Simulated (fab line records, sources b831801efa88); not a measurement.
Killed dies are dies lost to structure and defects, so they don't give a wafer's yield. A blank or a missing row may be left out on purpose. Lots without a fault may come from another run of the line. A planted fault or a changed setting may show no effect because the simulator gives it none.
Chamber matching | flow gf180mcu | GF_V1_CMP_26 on cmp-02: 4 sister chambers
The step polishes, stops on SiO2, t overpolish 15 s, target thk 0 nm. 4 wafers are shown with their chamber, then 6 later ones without.

WAFERS WITH THEIR CHAMBER
wafer  | chamber | motor_current_A (A)
L819.4 | 0       | 11.4
L828.1 | 3       | 10.3
L828.2 | 1       | 10.7
L828.5 | 2       | 9.5

WAFERS WITHOUT THEIR CHAMBER
wafer  | motor_current_A (A)
L830.2 | 11.3
L830.3 | 9.7
L830.5 | 9.9
L835.1 | 10.9
L835.4 | 10.4
L835.5 | 10.2

WHICH CHAMBER EACH WENT THROUGH
wafer  | from the rows above          | in truth
L830.2 | 0                            | 0
L830.3 | can't be placed: 2 or 3      | 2
L830.5 | can't be placed: 2 or 3 or 1 | 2
L835.1 | can't be placed: 1 or 0 or 3 | 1
L835.4 | can't be placed: 3 or 1      | 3
L835.5 | can't be placed: 3 or 1      | 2
Placed correctly: 1 of 6. Can't be placed from these rows: 5 (the true chamber is among the candidates in 4). Placed wrongly: 0.
How it was worked out, from the rows above alone: a wafer's distance from a chamber is the root of the sum, over the readings, of the square of ((its reading less the chamber's mean) divided by the reading's scatter). The wafer belongs to the nearest chamber; if the next one is less than 2 further off, it can't be placed. A chamber's mean is the mean of its shown wafers. The scatter: with one shown wafer a chamber, the root of the mean of the squares of how far each hidden wafer lies from its nearest shown one.
